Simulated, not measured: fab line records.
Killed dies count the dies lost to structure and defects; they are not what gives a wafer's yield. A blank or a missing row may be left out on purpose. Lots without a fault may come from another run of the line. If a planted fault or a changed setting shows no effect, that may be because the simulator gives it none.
Which tool is to blame? -- flow gf180mcu -- 12 lots, 36 wafers sampled, at 4 steps of a route of 602

## WHAT THE GAUGES READ, wafer by wafer
GF_V1_CD_MEAS_14: the cd target is 260 nm.
lot,measured,on,cd_nm (nm)
L669,day 18 11:44,cd_sem-01,261.1 261.3 261.1
L671,day 19 08:04,cd_sem-01,259.2 257.6 258.1
L674,day 20 17:26,cd_sem-02,258.0 259.6 258.1
L675,day 21 05:10,cd_sem-02,259.3 260.3 260.8
L677,day 21 09:35,cd_sem-02,261.9 261.7 261.7
L678,day 21 23:14,cd_sem-02,258.4 258.8 259.6
L679,day 22 15:04,cd_sem-01,259.3 260.1 260.6
L684,day 24 02:20,cd_sem-02,260.1 260.0 260.5
L686,day 25 00:46,cd_sem-01,259.8 259.4 259.5
L688,day 25 08:06,cd_sem-01,262.4 264.1 263.9
L690,day 26 00:48,cd_sem-02,260.4 260.1 260.6
L691,day 26 02:01,cd_sem-02,264.8 265.0 266.0

GF_V1_THK_MEAS_25: measures by xrf.
lot,measured,on,V1_W_THK (nm)
L669,day 18 12:55,film_metro-04,364 369 348
L671,day 19 09:15,film_metro-01,338 335 337
L674,day 20 18:36,film_metro-02,341 341 343
L675,day 21 06:20,film_metro-01,337 340 343
L677,day 21 10:43,film_metro-01,343 357 360
L678,day 22 00:22,film_metro-02,342 347 347
L679,day 22 16:14,film_metro-01,353 340 355
L684,day 24 03:31,film_metro-02,361 361 345
L686,day 25 01:57,film_metro-01,338 337 351
L688,day 25 09:17,film_metro-04,351 354 351
L690,day 26 01:56,film_metro-02,344 361 344
L691,day 26 03:10,film_metro-01,341 337 342

## WHAT TOOL EACH LOT RAN ON (gives the tool, then ch and the chambers of the sampled wafers, and finally the start)
lot,GF_M1_SPUTTER_00,GF_V1_PEB_12
L669,"pvd_sputter-03, day 16 10:56","litho_track-04 ch 0, day 18 11:24"
L671,"pvd_sputter-03, day 17 07:04","litho_track-01 ch 0, day 19 07:44"
L674,"pvd_sputter-03, day 18 14:50","litho_track-02 ch 0, day 20 17:07"
L675,"pvd_sputter-03, day 19 03:02","litho_track-04 ch 0, day 21 04:49"
L677,"pvd_sputter-01, day 19 06:58","litho_track-01 ch 0, day 21 09:16"
L678,"pvd_sputter-03, day 19 21:56","litho_track-04 ch 0, day 21 22:54"
L679,"pvd_sputter-02, day 20 13:25","litho_track-01 ch 0, day 22 14:44"
L684,"pvd_sputter-02, day 21 22:55","litho_track-04 ch 0, day 24 01:59"
L686,"pvd_sputter-02, day 23 03:28","litho_track-02 ch 0, day 25 00:26"
L688,"pvd_sputter-02, day 23 09:50","litho_track-02 ch 0, day 25 07:45"
L690,"pvd_sputter-01, day 24 03:13","litho_track-04 ch 0, day 26 00:23"
L691,"pvd_sputter-01, day 24 05:19","litho_track-02 ch 0, day 26 01:41"
- GF_M1_SPUTTER_00: material Ti, target thk 37.5 nm, time 150 s.
- GF_V1_PEB_12: peb time 90 s.

## WHAT THE TOOLS THEMSELVES READ (means of the sampled wafers that have a number; where no wafer has one, the mark that the record gives instead)
GF_M1_SPUTTER_00.
lot,tool,throttle_valve_pct (%)
L669,pvd_sputter-03,29.6
L671,pvd_sputter-03,29.8
L674,pvd_sputter-03,29.6
L675,pvd_sputter-03,29.2
L677,pvd_sputter-01,30.3
L678,pvd_sputter-03,29.4
L679,pvd_sputter-02,28.0
L684,pvd_sputter-02,28.1
L686,pvd_sputter-02,29.0
L688,pvd_sputter-02,29.9
L690,pvd_sputter-01,29.5
L691,pvd_sputter-01,30.5

GF_V1_PEB_12.
lot,tool,exhaust_pa (Pa),plate_temp_C (C)
L669,litho_track-04,44.1,134.83
L671,litho_track-01,45.2,135.02
L674,litho_track-02,45.3,135.02
L675,litho_track-04,45.1,135.01
L677,litho_track-01,43.9,134.86
L678,litho_track-04,46.6,134.94
L679,litho_track-01,45.0,134.98
L684,litho_track-04,44.6,135.09
L686,litho_track-02,45.2,134.85
L688,litho_track-02,44.5,134.98
L690,litho_track-04,43.9,135.01
L691,litho_track-02,44.9,135.10

## THE ANSWER, worked out from the rows above alone
Rule: usual is defined by the lots themselves. Put in order of their means at a reading, lots are off if they are a third of the lots or fewer, leave a main group of 4 or more, and stand apart from it by a gap of 3 or more times the standard deviation of the main group's means; of several such gaps the widest counts. A main group whose means are all the same, to the digits that the tables above print for the reading, isn't used. Also off: a lot with no number at a reading for which 4 or more lots have one. All remaining lots with rows at the step are treated as sound. The gauges are gone through in route order, then the tools' own readings, and for those a lot's mean is taken as printed above. The first step at which some lot is off is used, and at that step the reading that is off furthest; a lot without a number counts as furthest.
Nothing can be told from this: no lot is off at any reading shown.

## WHAT HAD BEEN PUT IN BY THE SIMULATOR
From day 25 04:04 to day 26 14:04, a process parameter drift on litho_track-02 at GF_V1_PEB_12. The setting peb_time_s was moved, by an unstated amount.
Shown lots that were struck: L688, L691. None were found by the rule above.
